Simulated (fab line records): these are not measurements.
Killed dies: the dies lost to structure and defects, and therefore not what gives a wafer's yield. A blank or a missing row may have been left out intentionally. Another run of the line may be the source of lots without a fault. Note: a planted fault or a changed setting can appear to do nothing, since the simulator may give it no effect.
fab line records -- flow gf180mcu
record: lots: 7, wafers: 21, lastDay: 34
route steps=602 shown V4@477
lots untouched by any fault: they come from a run of this same line in which no faults occurred
startH: hours from the record's first day to the start of the lot's first wafer shown -- waitH: time in hours since the lot's previous step -- " same as the row above -- L1.1+2: a row that stands for several wafers -- - no value, or no start given -- * or withheld: withheld -- < > ~ a bound
route shown NAME@n: NAME is a module with steps in the file, n the number in the route of the first one -- usual: the fault-free wafers' mean and standard deviation -- same: alike in all rows -- chamber/n: place in a boat -- sites: readings site by site -- _std_site: standard deviation across them -- _edge_site: outer sites' mean less inner sites' -- radiusMm: for every site, how far away it sits from the centre of the wafer -- mask NAME#n: copy n -- behind: the most recent tool/chamber to have shaped the wafer -- hold: reason for holding the lot/hours on hold/outcome of the hold -- device: the transistor (n, p or np) that didn't switch -- end of line: the route-end tests of the same wafers -- a step with no rows: only its recipe -- killed: dies lost to structure and defects at the first sort, not the wafer's yield -- map: per-die view of a wafer (x killed, . not killed, _ where there is no die)
set.NAME: the setting as run; set.NAME@STEP: as run at that earlier step -- model.NAME: the simulator's own value behind a step, which no gauge read
lots seen at some steps along the route; tables by step, rows by wafer
services: when a tool's chamber went out of use (startH, in hours from the record's first day, below 0 if earlier), for how many hours, and the reason
== steps ==
step: GF_V4_THK_MEAS_01
recipe: reads: SiO2_of_V4_CVD_00
usual: V4_CVD_00_THK: 595/6.5
lot.wafer,tool,chamber,startH,waitH,V4_CVD_00_THK[nm]
L640.2,filmMetro-04,-,576.19,0.0,594
L640.4,filmMetro-04,-,576.19,0.0,591
L640.5,filmMetro-04,-,576.19,0.0,592
L644.2,filmMetro-04,-,612.58,0.0,596
L644.3,filmMetro-04,-,612.58,0.0,589
L644.5,filmMetro-04,-,612.58,0.0,594
L652.3,filmMetro-03,-,669.84,0.1,596
L652.4,filmMetro-03,-,669.84,0.1,599
L652.5,filmMetro-03,-,669.84,0.1,611
L653.1,filmMetro-04,-,672.20,0.0,599
L653.2,filmMetro-04,-,672.20,0.0,598
L653.4,filmMetro-04,-,672.20,0.0,604
L654.3,filmMetro-03,-,689.68,0.1,596
L654.4,filmMetro-03,-,689.68,0.1,593
L654.5,filmMetro-03,-,689.68,0.1,599
L656.1,filmMetro-04,-,693.91,0.1,592
L656.2,filmMetro-04,-,693.91,0.1,586
L656.5,filmMetro-04,-,693.91,0.1,589
L658.2,filmMetro-03,-,705.54,0.0,599
L658.3,filmMetro-03,-,705.54,0.0,593
L658.6,filmMetro-03,-,705.54,0.0,600
step: GF_V4_CVD_02
recipe: material: SiO2, targetThkNm: 850, precursor: TEOS, tempC: 400, timeS: 94.851, rfW: 600
usual: heaterPowerW: 651/81
lot.wafer,tool,chamber,startH,waitH,heaterPowerW
L640.2,pecvd-04,2,576.24,0.0,670
L640.4,pecvd-04,1,576.24,0.0,604
L640.5,pecvd-04,0,576.24,0.0,698
L644.2,pecvd-03,1,612.63,0.0,545
L644.3,pecvd-03,0,612.63,0.0,686
L644.5,pecvd-03,2,612.63,0.0,658
L652.3,pecvd-04,2,669.88,0.0,590
L652.4,pecvd-04,2,669.88,0.0,638
L652.5,pecvd-04,0,669.88,0.0,669
L653.1,pecvd-03,2,672.26,0.1,773
L653.2,pecvd-03,0,672.26,0.1,691
L653.4,pecvd-03,0,672.26,0.1,555
L654.3,pecvd-04,1,689.72,0.0,609
L654.4,pecvd-04,0,689.72,0.0,712
L654.5,pecvd-04,1,689.72,0.0,480
L656.1,pecvd-03,2,693.97,0.1,701
L656.2,pecvd-03,0,693.97,0.1,687
L656.5,pecvd-03,1,693.97,0.1,520
L658.2,pecvd-01,2,705.59,0.0,608
L658.3,pecvd-01,1,705.59,0.0,565
L658.6,pecvd-01,1,705.59,0.0,600
step: GF_V4_THK_MEAS_03
recipe: reads: SiO2_of_V4_CVD_02
usual: V4_CVD_02_THK: 853/11
lot.wafer,tool,chamber,startH,waitH,V4_CVD_02_THK[nm]
L640.2,filmMetro-01,-,576.32,0.0,844
L640.4,filmMetro-01,-,576.32,0.0,867
L640.5,filmMetro-01,-,576.32,0.0,856
L644.2,filmMetro-01,-,612.71,0.0,846
L644.3,filmMetro-01,-,612.71,0.0,843
L644.5,filmMetro-01,-,612.71,0.0,866
L652.3,filmMetro-01,-,669.97,0.1,844
L652.4,filmMetro-01,-,669.97,0.1,860
L652.5,filmMetro-01,-,669.97,0.1,850
L653.1,filmMetro-03,-,672.33,0.0,846
L653.2,filmMetro-03,-,672.33,0.0,857
L653.4,filmMetro-03,-,672.33,0.0,863
L654.3,filmMetro-01,-,689.81,0.1,846
L654.4,filmMetro-01,-,689.81,0.1,849
L654.5,filmMetro-01,-,689.81,0.1,863
L656.1,filmMetro-01,-,694.03,0.0,838
L656.2,filmMetro-01,-,694.03,0.0,856
L656.5,filmMetro-01,-,694.03,0.0,853
L658.2,filmMetro-01,-,705.67,0.0,854
L658.3,filmMetro-01,-,705.67,0.0,850
L658.6,filmMetro-01,-,705.67,0.0,867
step: GF_V4_CMP_04
recipe: material: SiO2, downForcePsi: 4, platenRpm: 60, padVelocityMS: 0.94248
usual: motorCurrentA: 11.7/0.88, slurryFilterDpKPa: 13.49/0.12, timeToEndpointS: 79/5.7
lot.wafer,tool,chamber,startH,waitH,motorCurrentA,slurryFilterDpKPa,timeToEndpointS
L640.4,cmp-01,2,576.37,0.0,11.6,13.44,81
L640.2,cmp-01,1,576.37,0.0,13.2,13.56,76
L640.5,cmp-01,3,576.37,0.0,11.2,13.55,79
L644.2,cmp-01,0,612.81,0.1,11.6,13.35,78
L644.3,cmp-01,2,612.81,0.1,11.7,13.66,70
L644.5,cmp-01,3,612.81,0.1,11.9,13.38,79
L652.3,cmp-02,3,670.11,0.1,13.6,13.41,76
L652.4,cmp-02,0,670.11,0.1,12.2,13.55,90
L652.5,cmp-02,2,670.11,0.1,10.5,13.65,78
L653.1,cmp-02,1,672.39,0.1,10.1,13.47,85
L653.4,cmp-02,3,672.39,0.1,13.5,13.54,85
L653.2,cmp-02,0,672.39,0.1,11.5,13.47,89
L654.3,cmp-02,3,689.85,0.0,13.2,13.39,78
L654.4,cmp-02,1,689.85,0.0,10.0,13.46,85
L654.5,cmp-02,0,689.85,0.0,12.2,13.65,84
L656.1,cmp-01,3,694.23,0.2,11.5,13.41,68
L656.2,cmp-01,0,694.23,0.2,11.2,13.46,78
L656.5,cmp-01,3,694.23,0.2,11.7,13.63,75
L658.2,cmp-01,0,705.72,0.0,11.6,13.58,84
L658.3,cmp-01,2,705.72,0.0,11.2,13.59,76
L658.6,cmp-01,1,705.72,0.0,12.3,13.58,86
step: GF_V4_BOW_MEAS_05
recipe: mode: bow
usual: V4_BOW: 134/8.5
lot.wafer,tool,chamber,startH,waitH,V4_BOW[um]
L640.2,filmMetro-03,-,576.69,0.1,121
L640.4,filmMetro-03,-,576.69,0.1,142
L640.5,filmMetro-03,-,576.69,0.1,136
L644.2,filmMetro-01,-,613.08,0.2,140
L644.3,filmMetro-01,-,613.08,0.2,129
L644.5,filmMetro-01,-,613.08,0.2,129
L652.3,filmMetro-03,-,670.35,0.2,149
L652.4,filmMetro-03,-,670.35,0.2,153
L652.5,filmMetro-03,-,670.35,0.2,146
L653.1,filmMetro-03,-,672.69,0.2,138
L653.2,filmMetro-03,-,672.69,0.2,131
L653.4,filmMetro-03,-,672.69,0.2,137
L654.3,filmMetro-04,-,690.19,0.3,144
L654.4,filmMetro-04,-,690.19,0.3,143
L654.5,filmMetro-04,-,690.19,0.3,144
L656.1,filmMetro-01,-,694.53,0.2,138
L656.2,filmMetro-01,-,694.53,0.2,142
L656.5,filmMetro-01,-,694.53,0.2,138
L658.2,filmMetro-04,-,706.04,0.3,145
L658.3,filmMetro-04,-,706.04,0.3,129
L658.6,filmMetro-04,-,706.04,0.3,139
step: GF_V4_DEHYDRATE_06
recipe: tempC: 200, timeS: 60
step: GF_V4_HMDS_07
recipe: primeTimeS: 60, primeTempC: 120
step: GF_V4_COAT_08
recipe: resist: BARC, tempC: withheld, timeS: withheld, spinRpm: withheld, resistThkNm: withheld
step: GF_V4_COAT_09
recipe: resist: KrF, spinRpm: withheld, resistThkNm: 1000
step: GF_V4_SOFTBAKE_10
recipe: tempC: 130, timeS: 60, resist: KrF
step: GF_V4_EXPOSE_11
recipe: maskId: Via4, targetCdNm: 260, na: 0.68, sourceShape: conventional, sigmaOuter: 0.6, doseMj: 38
step: GF_V4_PEB_12
recipe: pebTempC: 135, pebTimeS: 90, resist: KrF
step: GF_V4_DEVELOP_13
recipe: developTimeS: 60, resist: KrF, devTempC: 21
usual: chillPlateTempC: 22.99/0.097, developTimeS: 60/0, exhaustPa: 44.8/0.87, resistLineTempC: 22.98/0.11
lot.wafer,tool,chamber,startH,waitH,chillPlateTempC,developTimeS,exhaustPa,resistLineTempC,model.KrF_of_V4_COAT_09.thkNm
L640.2,lithoTrack-04,0,598.76,0.2,22.82,60,45.7,22.89,982.3
L640.4,lithoTrack-04,0,598.76,0.2,22.79,60,44.3,22.80,982.4
L640.5,lithoTrack-04,0,598.76,0.2,22.94,60,44.8,23.00,983.2
L644.2,lithoTrack-01,0,633.10,0.2,23.01,60,44.0,23.02,990.7
L644.3,lithoTrack-01,0,633.10,0.2,22.94,60,45.0,23.01,989.8
L644.5,lithoTrack-01,0,633.10,0.2,22.96,60,45.2,23.09,988.4
L652.3,lithoTrack-01,-,689.68,0.1,-,-,-,-,999.1
L652.4,lithoTrack-01,-,689.68,0.1,-,-,-,-,994.1
L652.5,lithoTrack-01,-,689.68,0.1,-,-,-,-,997.9
L653.1,lithoTrack-02,-,691.51,0.2,-,-,-,-,1001
L653.2,lithoTrack-02,-,691.51,0.2,-,-,-,-,1003
L653.4,lithoTrack-02,-,691.51,0.2,-,-,-,-,999.4
L654.3,lithoTrack-01,-,708.98,0.1,-,-,-,-,996.4
L654.4,lithoTrack-01,-,708.98,0.1,-,-,-,-,998.5
L654.5,lithoTrack-01,-,708.98,0.1,-,-,-,-,996.3
L656.1,lithoTrack-02,0,712.26,0.2,23.14,60,43.5,22.97,989.3
L656.2,lithoTrack-02,0,712.26,0.2,22.96,60,44.1,23.00,989
L656.5,lithoTrack-02,0,712.26,0.2,22.98,60,44.5,22.97,989.3
L658.2,lithoTrack-01,0,724.10,0.2,22.85,60,44.4,23.04,985.2
L658.3,lithoTrack-01,0,724.10,0.2,22.85,60,43.4,22.78,986.1
L658.6,lithoTrack-01,0,724.10,0.2,22.84,60,44.9,22.96,985.2
step: GF_V4_CD_MEAS_14
recipe: targetCdNm: 260
usual: cdNm: 259.5/1.3
lot.wafer,tool,chamber,startH,waitH,cdNm
L640.2,cdSem-01,-,598.90,0.1,261.1
L640.4,cdSem-01,-,598.90,0.1,260.5
L640.5,cdSem-01,-,598.90,0.1,260.6
L644.2,cdSem-01,-,633.25,0.1,259.1
L644.3,cdSem-01,-,633.25,0.1,258.3
L644.5,cdSem-01,-,633.25,0.1,258.6
L652.3,cdSem-02,-,689.84,0.1,-
L652.4,cdSem-02,-,689.84,0.1,-
L652.5,cdSem-02,-,689.84,0.1,-
L653.1,cdSem-02,-,691.66,0.1,-
L653.2,cdSem-02,-,691.66,0.1,-
L653.4,cdSem-02,-,691.66,0.1,-
L654.3,cdSem-02,-,709.12,0.1,-
L654.4,cdSem-02,-,709.12,0.1,-
L654.5,cdSem-02,-,709.12,0.1,-
L656.1,cdSem-01,-,712.41,0.1,260.2
L656.2,cdSem-01,-,712.41,0.1,260.8
L656.5,cdSem-01,-,712.41,0.1,259.7
L658.2,cdSem-02,-,724.25,0.1,259.3
L658.3,cdSem-02,-,724.25,0.1,260.5
L658.6,cdSem-02,-,724.25,0.1,260.4
== services ==
tool,chamber,startH,hours,kind
pecvd-03,-,565.80,1.8,repair
cmp-01,-,572.00,4.0,pm
cmp-01,-,576.00,-,consumableReplace:conditioner
cmp-01,-,576.00,-,consumableReplace:pad
pecvd-01,-,591.12,14.0,pm
pecvd-01,0,591.12,14.0,ventCycle
pecvd-01,1,591.12,14.0,ventCycle
pecvd-01,2,591.12,14.0,ventCycle
pecvd-01,0,605.12,-,clean
pecvd-01,1,605.12,-,clean
pecvd-01,2,605.12,-,clean
pecvd-01,-,614.17,14.6,pm
pecvd-01,-,632.89,0.3,repair
cmp-02,-,637.04,2.2,repair
cmp-01,-,653.46,1.0,repair
pecvd-01,-,656.04,2.8,pm
cmp-01,-,704.04,0.3,repair
pecvd-01,-,711.05,0.7,repair
== key ==
firstSign: step: GF_V4_DEVELOP_13, reading: toolRecord, direction: missing
effect none on later readings
modelEffect: step: GF_V4_DEVELOP_13, value: KrF_of_V4_COAT_09.thkNm, without: 983.5, struck: 998.5
metAt GF_V4_DEVELOP_13
struckWafers L652.3,L652.4,L652.5,L653.1,L653.2,L653.4,L654.3,L654.4,L654.5
laterRowsLeftOut L652.3,L652.4,L652.5,L653.1,L653.2,L653.4,L654.3,L654.4,L654.5
sortLeftOut L652.3,L652.4,L652.5,L653.1,L653.2,L653.4,L654.3,L654.4,L654.5
onsetBetween 633.10 689.68
fault: kind: skippedStepWhole, tool: lithoTrack-01,lithoTrack-02, chamber: -, onsetH: 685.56, steps: GF_V4_DEVELOP_13, scope: struckLotsOnly
sortLeftOut: the simulated sort isn't trusted on such a fault, so these wafers' sort isn't shown, and their yield isn't known
laterRowsLeftOut: the simulator's readings of these wafers behind a module that went badly wrong aren't trusted and aren't shown, but for the sort
